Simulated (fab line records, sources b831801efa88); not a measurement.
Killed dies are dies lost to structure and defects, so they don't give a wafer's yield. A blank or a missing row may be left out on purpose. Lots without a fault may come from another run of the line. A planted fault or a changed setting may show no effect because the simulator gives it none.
Which tool did it? | flow sky130 | 6 lots, 18 wafers sampled, at 3 steps of a route of 708

WHAT THE GAUGES READ, wafer by wafer
SKY_RES_XHIGH_TW_MEAS_09.
lot  | measured     | on            | RES_XHIGH_TW
L544 | day 27 01:28 | film_metro-03 | 1643 1637 1635
L547 | day 28 21:26 | film_metro-01 | 1606 1605 1607
L549 | day 29 21:52 | film_metro-02 | 1649 1643 1638
L552 | day 31 00:19 | film_metro-01 | 1628 1619 1606
L559 | day 31 22:07 | film_metro-02 | 1857 1865 1860
L564 | day 34 02:43 | film_metro-01 | 1626 1628 1620

WHICH TOOL RAN EACH LOT (tool, then ch and the chambers of the sampled wafers, then the start)
lot  | SKY_RES_XHIGH_IMPLANT_07        | SKY_RES_XHIGH_STRIP_08
L544 | implanter-03 ch 0, day 27 01:13 | plasma_asher-04 ch 0,1, day 27 01:22
L547 | implanter-04 ch 0, day 28 21:14 | plasma_asher-03 ch 0,1, day 28 21:20
L549 | implanter-02 ch 0, day 29 21:37 | plasma_asher-03 ch 0,1, day 29 21:46
L552 | implanter-03 ch 0, day 31 00:05 | plasma_asher-01 ch 0,1, day 31 00:12
L559 | implanter-02 ch 0, day 31 21:52 | plasma_asher-03 ch 0,1, day 31 22:01
L564 | implanter-03 ch 0, day 34 02:29 | plasma_asher-03 ch 0,1, day 34 02:37
- SKY_RES_XHIGH_IMPLANT_07
- SKY_RES_XHIGH_STRIP_08: strips in O2/N2.

THE ANSWER, worked out from the rows above alone
Rule: what is usual is taken from the lots themselves. Put in order of their means at a reading, lots are off if they are a third of the lots or fewer, leave a main group of 4 or more, and stand apart from it by a gap of 3 or more times the standard deviation of the main group's means; of several such gaps the widest counts. A main group whose means are all the same, to the digits that the tables above print for the reading, isn't used. A lot without any number at a reading at which 4 lots or more have one is off too. The other lots that the step has rows for count as sound.
Off: L559, at SKY_RES_XHIGH_TW_MEAS_09 (RES_XHIGH_TW). The main group: mean 1626, standard deviation 14.
A tool fits if, at a process step before that reading, it ran every lot that is off, and no sound lot after the first of them. The gauges at SKY_RES_XHIGH_TW_MEAS_09 are tried like those tools. Can't be told from this: 2 tools fit, implanter-02 at SKY_RES_XHIGH_IMPLANT_07, film_metro-02 at SKY_RES_XHIGH_TW_MEAS_09.

WHAT THE SIMULATOR HAD PUT IN
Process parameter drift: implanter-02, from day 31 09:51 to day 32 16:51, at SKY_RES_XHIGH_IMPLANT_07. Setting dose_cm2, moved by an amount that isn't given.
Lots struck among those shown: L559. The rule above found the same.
